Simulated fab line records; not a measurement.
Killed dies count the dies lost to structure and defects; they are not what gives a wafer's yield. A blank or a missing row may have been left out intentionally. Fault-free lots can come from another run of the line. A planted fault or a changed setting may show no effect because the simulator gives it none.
Comparing a struck lot with a sound one | flow sky130 | 37 steps out of a route of 708
Sound: these wafers, L295.1, L295.2, L295.4. Struck: wafers L281.2, L281.3, L281.5. The cause is named last.
Order at every step that has rows: each side's tool, ch and its chambers, its first start. Under that, the readings that differ: sound wafers | struck wafers | difference of the means | sigmas: that difference in standard deviations of wafers without a fault.
alike: readings with means less than 2 such deviations apart, plus words and numbers identical on both sides. not compared: withheld readings, readings lacking a value on some wafer, bounds such as >300 that could conceal the same value, and numbers that have no deviation in the record and whose values overlap.
The two part at a step that has a row with sigmas, a row that says differs or no value, or rows on one side only. Non-overlapping numbers with no deviation appear without sigmas and do not part them. A reading that every wafer of one side lacks parts them only if that side has two wafers or more.

first, 10 steps without rows for these wafers: SKY_LDD_LDN_SOFTBAKE_03 (time 60 s); SKY_LDD_LDN_EXPOSE_04 (exposes mask LDNTM, target cd 700 nm); SKY_LDD_LDN_PEB_05; SKY_LDD_LDN_DEVELOP_06 (develop time 60 s); SKY_LDD_LDN_IMPLANT_08; SKY_LDD_LDN_IMPLANT_09; SKY_LDD_LDN_IMPLANT_10; SKY_LDD_LDN_IMPLANT_11; SKY_LDD_LDN_STRIP_12 (strips in O2/N2); SKY_LDD_LDN_CLEAN_14 (cleans in SC1/SC2, time 150 s).
SKY_SPACER_CVD_00: deposits Si3N4 from DCS/NH3, target thk 43.1 nm, time 740 s.
  sound on lpcvd-02 ch 1, day 30 11:21; struck on lpcvd-02 ch 1, day 26 06:20
  reading                                  | sound             | struck            | difference | sigmas
  spike_tc_bottom_C (C)                    | 786.3 785.0 785.2 | 795.2 795.3 794.8 | +9.6       | +5
  spike_tc_centre_C (C)                    | 770.1 770.1 768.7 | 779.9 781.2 779.8 | +10.7      | +11
  spike_tc_lower_C (C)                     | 773.3 770.0 769.7 | 781.5 780.1 782.2 | +10.3      | +9
  spike_tc_top_C (C)                       | 786.1 784.5 782.8 | 795.5 794.5 796.5 | +11.0      | +9
  spike_tc_upper_C (C)                     | 769.2 769.8 769.6 | 779.0 780.6 782.0 | +11.0      | +10
  susceptor_temp_C (C)                     | 769.7 769.7 769.6 | 780.8 780.5 780.6 | +11.0      | +34
  model.Si3N4_of_SPACER_CVD_00.thk_nm (nm) | 43.16 43.47 43.38 | 52.49 52.26 52.53 | +9.09      |
SKY_SPACER_THK_MEAS_01:
  struck on film_metro-02, day 26 07:32; sound on film_metro-02, day 30 13:13
  reading                | sound          | struck         | difference | sigmas
  SPACER_CVD_00_THK (nm) | 43.2 43.4 43.4 | 52.5 52.3 52.5 | +9.1       | +19
SKY_SPACER_ETCHBACK_02: etches Si3N4 in CH3F/O2, stops on SiO2, time 46.7 s, target depth 45 nm.
  sound on rie_diel-01 ch 1,2,3, day 30 13:16; struck on rie_diel-03 ch 0,2,3, day 26 07:35
  reading                  | sound                | struck               | difference | sigmas
  oes_product_au (a.u.)    | 0.851 0.857 0.861    | 0.950 0.952 0.961    | +0.098     | +15
  throttle_valve_pct (%)   | 10.556 10.543 10.531 | 10.578 10.572 10.571 | +0.030     | +3
  model.etch.depth_nm (nm) | 43.16 43.47 43.38    | 52.49 52.26 52.53    | +9.09      |
  alike: drypump_motor_current_A
  not compared: rf_hours_counter_h
then, 22 steps without rows for these wafers: SKY_POLY_CUT_DEHYDRATE_00 (time 60 s); SKY_POLY_CUT_HMDS_01 (prime time 60 s); SKY_POLY_CUT_COAT_02 (resist thk 60 nm); SKY_POLY_CUT_COAT_03 (resist thk 450 nm); SKY_POLY_CUT_SOFTBAKE_04 (time 90 s); SKY_POLY_CUT_EXPOSE_05 (exposes mask NPCM, target cd 270 nm); SKY_POLY_CUT_PEB_06; SKY_POLY_CUT_DEVELOP_07 (develop time 60 s); SKY_POLY_CUT_ETCH_10 (etches BARC in N2/H2, stops on SiO2, time 45.9 s, target depth 60 nm); SKY_POLY_CUT_ETCH_11 (etches Si3N4 in CF4/CH2F2/Ar, stops on poly-Si, time 42.5 s, target depth 60 nm); SKY_POLY_CUT_STRIP_12 (strips in O2/N2); SKY_SD_P_DEHYDRATE_00 (time 60 s); SKY_SD_P_HMDS_01 (prime time 60 s); SKY_SD_P_COAT_02 (resist thk 1140 nm); SKY_SD_P_SOFTBAKE_03 (time 60 s); SKY_SD_P_EXPOSE_04 (exposes mask PSDM, target cd 380 nm); SKY_SD_P_PEB_05; SKY_SD_P_DEVELOP_06 (develop time 60 s); SKY_SD_P_IMPLANT_09; SKY_SD_P_STRIP_10 (strips in O2/N2); SKY_RES_XHIGH_DEHYDRATE_00 (time 60 s); SKY_RES_XHIGH_HMDS_01 (prime time 60 s).
-- the record jumps here: 5 days lie between the struck wafers' starts before and after (it left off in module RES_XHIGH and takes up again in module SALICIDE, whose first step shown is number 361 of the route) --
SKY_SALICIDE_CLEAN_00: cleans in HF-last, time 30 s.
  sound on wet_bench-01 ch 0, day 35 03:02; struck on wet_bench-03 ch 0, day 31 01:11
  reading                                  | sound             | struck            | difference | sigmas
  model.Si3N4_of_SPACER_CVD_00.thk_nm (nm) | 42.16 42.46 42.37 | 51.52 51.29 51.55 | +9.12      |
-- the record jumps here: 17 days lie between the struck wafers' starts before and after (it left off in module SALICIDE and takes up again in module PAD_OPEN, whose first step shown is number 708 of the route) --
SKY_PAD_OPEN_PROBE_99:
  struck on prober-01, day 48 03:59; sound on prober-02, day 50 17:06
  reading                                 | sound             | struck            | difference | sigmas
  model.etest.pfet_01v8.r_on_ohm_um       | 2761 2775 2810    | 3266 3194 3195    | +436       |
  model.etest.nfet_g5v0d10v5.r_on_ohm_um  | 1852 1856 1896    | 1939 1914 1903    | +51        |
  model.etest.sonos_uncharged.r_on_ohm_um | 801.5 803.4 802.6 | 858.5 834.4 852.4 | +45.9      |
  model.etest.pfet_01v8.drive_ua_um       | 206.1 206.5 201.1 | 171.8 176.9 175.7 | -29.8      |
  model.etest.pfet_01v8_hvt.drive_ua_um   | 154.2 155.1 151.7 | 124.5 128.6 128.5 | -26.5      |
  model.etest.sram_pfet_latch.drive_ua_um | 149.7 152.9 145.8 | 122.5 129.2 131.5 | -21.7      |
  model.etest.pfet_01v8_mvt.drive_ua_um   | 160.8 161.4 156.8 | 141.7 145 144.9   | -15.8      |
  model.etest.pfet_01v8_lvt.drive_ua_um   | 175.4 177.1 172.8 | 167 167.4 167.9   | -8         |

== WHERE THEY PART ==
First at SKY_SPACER_CVD_00; last, within this record, at SKY_SPACER_ETCHBACK_02.

WHY: the cause the simulator had injected
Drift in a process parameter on lpcvd-02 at SKY_SPACER_CVD_00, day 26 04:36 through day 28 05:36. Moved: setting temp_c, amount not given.
